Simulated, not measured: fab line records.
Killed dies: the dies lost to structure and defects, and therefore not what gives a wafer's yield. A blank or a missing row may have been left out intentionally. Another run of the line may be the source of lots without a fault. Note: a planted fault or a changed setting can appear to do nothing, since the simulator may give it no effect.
A lot that was struck, set against a sound lot || flow gf180mcu || 15 steps out of a route of 602
Sound: these wafers, L662.2, L662.3, L662.4. The struck wafers were L659.1, L659.2, L659.4. Last of all comes the cause.
For every step that has rows: the tool of each side, followed by ch and its chambers, followed by its first start. Under that, the readings that differ: sound wafers || struck wafers || difference of the means || sigmas: that difference in standard deviations of wafers without a fault.
alike: same words and numbers on both sides, and readings whose means sit less than 2 such deviations apart. not compared: any withheld reading, any reading some wafer has no value for, any bound like >300 that may hide the same value, and any number with overlapping values for which the record gives no deviation.
The two part at a step that has a row with sigmas, a row that says differs or no value, or rows on one side only. When numbers do not overlap yet have no deviation, they are printed without sigmas and do not part them. A reading missing from all wafers of one side parts the sides only when that side holds two or more wafers.

first, 1 step without rows for these wafers: GF_M5_DEVELOP_06 (develop time 57.83 s).
GF_M5_CD_MEAS_07 targets a cd of 280 nm.
  struck on cd-sem-01, day 28 22:15; sound on cd-sem-01, day 29 22:37
  alike: cd-nm
GF_M5_OVL_MEAS_08:
  struck on overlay-02, day 28 22:22; sound on overlay-02, day 29 22:44
  alike: M5_OVL
GF_M5_ETCH_09: etches Si3N4 in CF4/O2, target depth 52 nm, time 11.6 s.
  sound on rie-diel-02 ch 1,2,3, day 29 22:46; struck on rie-diel-03 ch 0,1,3, day 28 22:25
  alike: cf4-flow-sccm, chamber-pressure-mTorr, drypump-motor-current-A, oes-product-au, throttle-valve-pct
  not compared: rf-hours-counter-h
GF_M5_METAL_ETCH_10: etches the open film in Cl2/BCl3, stops on SiO2, target depth 627.5 nm, time 104.6 s.
  sound on rie-metal-04 ch 0,1, day 29 22:47; struck on rie-metal-01 ch 0,1, day 28 22:26
  alike: chamber-pressure-mTorr, drypump-motor-current-A, oes-product-au, throttle-valve-pct
  not compared: rf-hours-counter-h
GF_M5_STRIP_11: strips in O2/N2.
  sound on plasma-asher-01 ch 0,1, day 29 22:53; struck on plasma-asher-03 ch 0,1, day 28 22:32
{"reading": "heater-power-w (W)", "sound": "298 278 301", "struck": "332 338 351", "difference": "+48", "sigmas": "+2"}
  alike: chamber-pressure-mTorr, drypump-motor-current-A, oes-product-au, strip-time-to-endpoint-s
  not compared: rf-hours-counter-h
then, 3 steps without rows for these wafers: GF_M5_STRIP_12 (strips in post etch residue remover, time 1200 s); GF_M5_CLEAN_13 (cleans in DIW); GF_V5_CVD_00 (deposits SiO2, target thk 300 nm, time 50 s).
GF_V5_THK_MEAS_01:
  struck on film-metro-01, day 28 23:08; sound on film-metro-04, day 29 23:50
  alike: V5_CVD_00_THK
GF_V5_CVD_02: deposits SiO2 from TEOS, target thk 1450 nm, time 163.28 s.
  sound on pecvd-01 ch 1,2, day 29 23:53; struck on pecvd-03 ch 1,2, day 28 23:11
  alike: heater-power-outer-w, heater-power-w, susceptor-temp-C
GF_V5_THK_MEAS_03:
  struck on film-metro-03, day 28 23:21; sound on film-metro-03, day 29 23:59
{"reading": "V5_CVD_02_THK (nm)", "sound": "1471 1449 1489", "struck": "1430 1421 1431", "difference": -42, "sigmas": -2}
GF_V5_CMP_04: polishes SiO2.
  sound on cmp-01 ch 1,2,3, day 30 00:02; struck on cmp-01 ch 0,2,3, day 28 23:28
  no value came back on the struck wafers for edge-zone-pressure-frac, head-pressure-psi (psi), motor-current-A (A); on the sound wafers edge-zone-pressure-frac reads 0.999 0.999 1.007
{"reading": "model.SiO2_of_V5_CVD_02.thk-nm (nm)", "sound": "853.6 853.6 854.6", "struck": "1431 1420 1431", "difference": "+573", "sigmas": ""}
GF_V5_BOW_MEAS_05:
  struck on film-metro-03, day 29 00:08; sound on film-metro-01, day 30 00:22
{"reading": "V5_BOW (um)", "sound": "136 147 146", "struck": "- - -", "difference": "no value on the struck wafers", "sigmas": ""}
  not compared: hold
GF_PASSIVATION_PROBE_99:
  rows exist in the record for the sound wafers here (prober-02, day 32 10:50), none for the struck ones

== WHERE THEY PART ==
Last at GF_PASSIVATION_PROBE_99 as far as this record goes, first at GF_M5_STRIP_11.

WHY: what the simulator had put in
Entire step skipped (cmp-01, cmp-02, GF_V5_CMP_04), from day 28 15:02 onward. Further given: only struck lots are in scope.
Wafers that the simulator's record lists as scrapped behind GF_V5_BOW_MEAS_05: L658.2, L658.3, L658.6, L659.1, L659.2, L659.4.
